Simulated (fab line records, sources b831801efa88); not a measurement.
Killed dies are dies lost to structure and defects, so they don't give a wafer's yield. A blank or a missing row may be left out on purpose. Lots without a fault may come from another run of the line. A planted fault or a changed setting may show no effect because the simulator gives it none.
A struck lot beside a sound one | flow sky130 | 15 steps out of a route of 708
Sound: wafers L648.1, L648.2, L648.5. Struck: wafers L639.4, L639.5, L639.6. The cause comes at the end.
At each step with rows: each side's tool, then ch and its chambers, then its first start. Under that, the readings that differ: sound wafers | struck wafers | difference of the means | sigmas: that difference in standard deviations of wafers without a fault.
alike: readings whose means differ by less than 2 such deviations, and words and numbers that are the same on both sides. not compared: withheld readings, readings that some wafer has no value for, bounds like >300 that may hide the same value, and numbers for which the record gives no deviation and whose values overlap.
The two part at a step that has a row with sigmas, a row that says differs or no value, or rows on one side only. Numbers that don't overlap but have no deviation are shown without sigmas and don't part them. A reading that every wafer of one side lacks parts them only if that side has two wafers or more.

first, 7 steps without rows for these wafers: SKY_LDD_LDN_DEHYDRATE_00 (time 60 s); SKY_LDD_LDN_HMDS_01 (prime time 60 s); SKY_LDD_LDN_COAT_02 (resist thk 1140 nm); SKY_LDD_LDN_SOFTBAKE_03 (time 60 s); SKY_LDD_LDN_EXPOSE_04 (exposes mask LDNTM, target cd 700 nm); SKY_LDD_LDN_PEB_05; SKY_LDD_LDN_DEVELOP_06 (develop time 60 s).
SKY_LDD_LDN_OVL_MEAS_07:
  sound on overlay-01, day 28 22:59; struck on overlay-02, day 26 06:12
  alike: LDD_LDN_OVL
then, 4 steps without rows for these wafers: SKY_LDD_LDN_IMPLANT_08; SKY_LDD_LDN_IMPLANT_09; SKY_LDD_LDN_IMPLANT_10; SKY_LDD_LDN_IMPLANT_11.
SKY_LDD_LDN_STRIP_12: strips in O2/N2.
  sound on plasma_asher-03 ch 0,1, day 28 23:38; struck on plasma_asher-03 ch 0,1, day 26 06:51
  no value came back on the struck wafers for chamber_pressure_mTorr (mTorr), drypump_motor_current_A (A), oes_product_au (a.u.), strip_time_to_endpoint_s (s); on the sound wafers chamber_pressure_mTorr (mTorr) reads 1500.2 1501.7 1500.3
  reading                                      | sound | struck         | difference | sigmas
  model.NOVOLAK_of_LDD_LDN_COAT_02.thk_nm (nm) | 0 0 0 | 1135 1136 1134 | +1135      |
  not compared: rf_hours_counter_h
SKY_LDD_LDN_TW_MEAS_13:
  sound on film_metro-03, day 28 23:46; struck on film_metro-03, day 26 06:57
  alike: LDD_LDN_TW
-- the record jumps here: 22 days lie between the struck wafers' starts before and after (it left off in module LDD_LDN and takes up again in module PAD_OPEN, whose first step shown is number 708 of the route) --
SKY_PAD_OPEN_PROBE_99:
  the record has rows for the struck wafers here (prober-01, day 48 05:55) and none for the sound ones

WHERE THEY PART
First at SKY_LDD_LDN_STRIP_12; last, within this record, at SKY_PAD_OPEN_PROBE_99.

WHY: what the simulator had put in
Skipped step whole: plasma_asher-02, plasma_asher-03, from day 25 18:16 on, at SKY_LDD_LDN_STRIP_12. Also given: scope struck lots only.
